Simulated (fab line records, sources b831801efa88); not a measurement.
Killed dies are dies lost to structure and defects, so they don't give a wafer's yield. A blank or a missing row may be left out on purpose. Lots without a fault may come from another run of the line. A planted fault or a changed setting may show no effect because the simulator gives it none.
fab line records | flow gf180mcu | part 2 of 2: steps 30 to 42 of 42
record lots=5 wafers=15 last_day=32
route steps=602 shown V1@358 M2@362 V2@382
lots that met no fault: from a run of the same line without faults
start_h: hours from the record's first day to the start of the lot's first wafer shown | wait_h: hours since the lot's step before | " the same as in the row above | L1.1+2: a row that stands for several wafers | - no value, or no start given | * or withheld: withheld | < > ~ a bound
route shown NAME@n: a module of which the file shows steps, and the number in the route of the first | usual: mean/standard deviation of fault-free wafers | same: alike in all rows | chamber/n: place in a boat | sites: the reading at each site | _std_site: their standard deviation | _edge_site: outer sites' mean less inner sites' | radius_mm: how far each site lies from the wafer's centre | mask NAME#n: copy n | behind: the tool/chamber that last shaped the wafer | hold: why the lot was held/for how many hours/how that ended | device: the transistor (n, p or np) that didn't switch | end of line: the same wafers' tests at the end of the route | a step without rows: its recipe alone | killed: dies lost to structure and defects at the first sort, not the wafer's yield | map: a wafer's dies, x killed, . not, _ none there
set.NAME: the setting as run; set.NAME@STEP: as run at that earlier step | model.NAME: the simulator's own value behind a step, which no gauge read
lots at some steps of the route; a table a step, a row a wafer
services: from which hour (start_h, from the record's first day; less than 0 if before it) a tool's chamber was out of use, for how many hours, and why
## steps
# step GF_V2_BOW_MEAS_05
# recipe mode=bow
# usual V2_BOW=99/6.9
# columns lot.wafer tool chamber start_h wait_h V2_BOW[um]
L074.1 film_metro-01 - 437.74 0.1 95
L074.2 " - " " 98
L074.4 " - " " 112
L079.2 film_metro-01 - 483.29 0.1 97
L079.3 " - " " 106
L079.6 " - " " 98
L083.3 film_metro-02 - 519.47 0.1 102
L083.4 " - " " 105
L083.6 " - " " 104
L088.4 film_metro-02 - 561.81 0.2 96
L088.5 " - " " 106
L088.6 " - " " 98
L090.1 film_metro-01 - 576.57 0.2 99
L090.4 " - " " 94
L090.6 " - " " 94
# step GF_V2_DEHYDRATE_06
# recipe temp_c=200 time_s=60
# columns lot.wafer tool chamber start_h wait_h
L074.1+2+4 litho_track-01 0 449.43 11.7
L079.2+3+6 litho_track-04 0 494.71 11.4
L083.3+4+6 litho_track-02 0 530.00 10.5
L088.4+5+6 litho_track-04 0 572.61 10.8
L090.1+4+6 litho_track-01 0 586.23 9.6
# step GF_V2_HMDS_07
# recipe prime_time_s=60 prime_temp_c=120
# same prime_time_s=60
# columns lot.wafer tool chamber start_h wait_h
L074.1+2+4 litho_track-01 0 449.58 0.1
L079.2+3+6 litho_track-04 0 494.86 0.1
L083.3+4+6 litho_track-02 0 530.15 0.1
L088.4+5+6 litho_track-04 0 572.76 0.1
L090.1+4+6 litho_track-01 0 586.38 0.1
# step GF_V2_COAT_08
# recipe resist=BARC temp_c=withheld time_s=withheld spin_rpm=withheld resist_thk_nm=withheld
# columns lot.wafer tool chamber start_h wait_h
L074.1+2+4 litho_track-01 0 449.73 0.1
L079.2+3+6 litho_track-04 0 495.01 0.1
L083.3+4+6 litho_track-02 0 530.30 0.1
L088.4+5+6 litho_track-04 0 572.91 0.1
L090.1+4+6 litho_track-01 0 586.53 0.1
# step GF_V2_COAT_09
# recipe resist=KrF spin_rpm=withheld resist_thk_nm=1000
# columns lot.wafer tool chamber start_h wait_h
L074.1+2+4 litho_track-01 0 - -
L079.2+3+6 litho_track-04 0 - -
L083.3+4+6 litho_track-02 0 - -
L088.4+5+6 litho_track-04 0 - -
L090.1+4+6 litho_track-01 0 - -
# step GF_V2_SOFTBAKE_10
# recipe temp_c=130 time_s=60 resist=KrF
# columns lot.wafer tool chamber start_h wait_h
L074.1+2+4 litho_track-01 0 - -
L079.2+3+6 litho_track-04 0 - -
L083.3+4+6 litho_track-02 0 - -
L088.4+5+6 litho_track-04 0 - -
L090.1+4+6 litho_track-01 0 - -
# step GF_V2_EXPOSE_11
# recipe mask_id=Via2 target_cd_nm=260 na=0.68 source_shape=conventional sigma_outer=0.6 dose_mj=38
# columns lot.wafer tool chamber start_h wait_h mask
L074.1+2+4 krf_scanner-01 0 - - Via2#0
L079.2+3+6 krf_scanner-01 0 - - Via2#0
L083.3+4+6 krf_scanner-01 0 - - Via2#0
L088.4+5+6 krf_scanner-02 0 - - Via2#0
L090.1+4+6 krf_scanner-02 0 - - Via2#0
# step GF_V2_PEB_12
# recipe peb_temp_c=135 peb_time_s=90 resist=KrF
# columns lot.wafer tool chamber start_h wait_h
L074.1+2+4 litho_track-04 0 - -
L079.2+3+6 litho_track-01 0 - -
L083.3+4+6 litho_track-02 0 - -
L088.4+5+6 litho_track-04 0 - -
L090.1+4+6 litho_track-02 0 - -
# step GF_V2_DEVELOP_13
# recipe develop_time_s=60 resist=KrF dev_temp_c=21
# columns lot.wafer tool chamber start_h wait_h
L074.1+2+4 litho_track-04 0 461.59 0.2
L079.2+3+6 litho_track-01 0 506.80 0.2
L083.3+4+6 litho_track-02 0 541.85 0.1
L088.4+5+6 litho_track-04 0 583.91 0.1
L090.1+4+6 litho_track-02 0 597.60 0.2
# step GF_V2_CD_MEAS_14
# recipe target_cd_nm=260
# usual cd_nm=260.4/1
# columns lot.wafer tool chamber start_h wait_h cd_nm
L074.1 cd_sem-02 - 461.74 0.1 260.6
L074.2 " - " " 260.9
L074.4 " - " " 261.1
L079.2 cd_sem-01 - 506.95 0.1 261.3
L079.3 " - " " 261.5
L079.6 " - " " 261.0
L083.3 cd_sem-02 - 541.99 0.1 260.1
L083.4 " - " " 258.7
L083.6 " - " " 259.9
L088.4 cd_sem-01 - 584.05 0.1 260.2
L088.5 " - " " 261.1
L088.6 " - " " 260.7
L090.1 cd_sem-01 - 597.75 0.1 261.4
L090.4 " - " " 262.0
L090.6 " - " " 260.5
# step GF_V2_OVL_MEAS_15
# usual V2_OVL=-1/4.8
# columns lot.wafer tool chamber start_h wait_h V2_OVL[nm]
L074.1 overlay-02 - 461.86 0.1 -13
L074.2 " - " " 1
L074.4 " - " " -3
L079.2 overlay-01 - 507.05 0.1 -4
L079.3 " - " " 12
L079.6 " - " " -2
L083.3 overlay-02 - 542.08 0.1 -1
L083.4 " - " " -3
L083.6 " - " " -1
L088.4 overlay-01 - 584.13 0.1 6
L088.5 " - " " 2
L088.6 " - " " -3
L090.1 overlay-01 - 597.87 0.1 1
L090.4 " - " " 1
L090.6 " - " " -1
# step GF_V2_ETCH_16
# recipe chemistry=N2/H2 target_depth_a=withheld overetch_a=withheld time_s=withheld target=BARC ion_energy_ev=200 source_w=494.8 bias_w=100 pressure_mtorr=30 n2_flow_sccm=100 h2_flow_sccm=200
# usual drypump_motor_current_A=5.7/0.52 oes_product_au=0.854/0.0045 throttle_valve_pct=13.225/0.0096
# columns lot.wafer tool chamber start_h wait_h drypump_motor_current_A oes_product_au throttle_valve_pct
L074.1 rie_diel-01 3 461.90 0.0 6.7 0.855 13.214
L074.2 " 1 " " 5.2 0.856 13.223
L074.4 " 0 " " 5.6 0.856 13.225
L079.2 rie_diel-01 2 507.08 0.0 5.9 0.849 13.216
L079.3 " 3 " " 6.7 0.854 13.207
L079.6 " 1 " " 5.3 0.858 13.227
L083.3 rie_diel-02 0 542.10 0.0 5.3 0.858 13.236
L083.4 " 0 " " 5.3 0.854 13.244
L083.6 " 3 " " 6.1 0.848 13.227
L088.4 rie_diel-03 1 584.14 0.0 5.3 0.862 13.214
L088.5 " 1 " " 5.4 0.851 13.233
L088.6 " 2 " " 4.7 0.862 13.202
L090.1 rie_diel-01 2 597.90 0.0 5.9 0.861 13.223
L090.4 " 1 " " 5.3 0.856 13.232
L090.6 " 1 " " 5.3 0.850 13.225
# step GF_V2_ETCH_17
# recipe chemistry=C4F8/O2/Ar mask_material=KrF target=SiO2 stop_on=TiN source_w=1500 bias_w=1200 pressure_mtorr=40 c4f8_flow_sccm=withheld O2_flow_sccm=6 Ar_flow_sccm=300 time_s=withheld target_depth_a=6300
# usual oes_product_au=0.855/0.004
# columns lot.wafer tool chamber start_h wait_h oes_product_au
L074.1 rie_diel-01 3 - - 0.855
L074.2 " 1 " " 0.856
L074.4 " 0 " " 0.860
L079.2 rie_diel-01 2 - - 0.848
L079.3 " 3 " " 0.862
L079.6 " 1 " " 0.857
L083.3 rie_diel-02 0 - - 0.858
L083.4 " 0 " " 0.854
L083.6 " 3 " " 0.854
L088.4 rie_diel-03 1 - - 0.852
L088.5 " 1 " " 0.856
L088.6 " 2 " " 0.857
L090.1 rie_diel-01 2 - - 0.857
L090.4 " 1 " " 0.856
L090.6 " 1 " " 0.854
## services
# columns tool chamber start_h hours kind
krf_scanner-01 - 390.43 1.3 pm
krf_scanner-02 - 394.63 4.1 repair
krf_scanner-02 - 398.72 0.8 pm
cmp-01 - 408.77 4.0 pm
krf_scanner-02 - 429.82 1.0 pm
cmp-02 - 436.00 1.5 repair
krf_scanner-02 - 437.88 0.5 repair
pvd_sputter-01 - 438.59 1.9 repair
rie_diel-01 2 446.19 1.3 repair
pvd_sputter-03 - 453.78 8.7 repair
cmp-02 - 477.44 4.2 pm
wet_bench-01 - 519.86 1.9 pm
pvd_sputter-02 - 528.37 8.7 repair
rie_diel-01 0 537.78 24.3 repair
krf_scanner-01 - 539.37 0.8 pm
pvd_sputter-03 - 541.97 1.4 repair
cmp-02 - 549.13 0.2 repair
krf_scanner-01 - 553.83 1.0 pm
rie_diel-01 1 557.90 7.4 repair
rie_diel-01 - 558.01 0.7 repair
pvd_sputter-03 - 560.40 1.4 repair
krf_scanner-01 - 566.22 1.3 pm
pvd_sputter-02 - 568.85 2.3 repair
cmp-02 - 572.00 4.0 pm
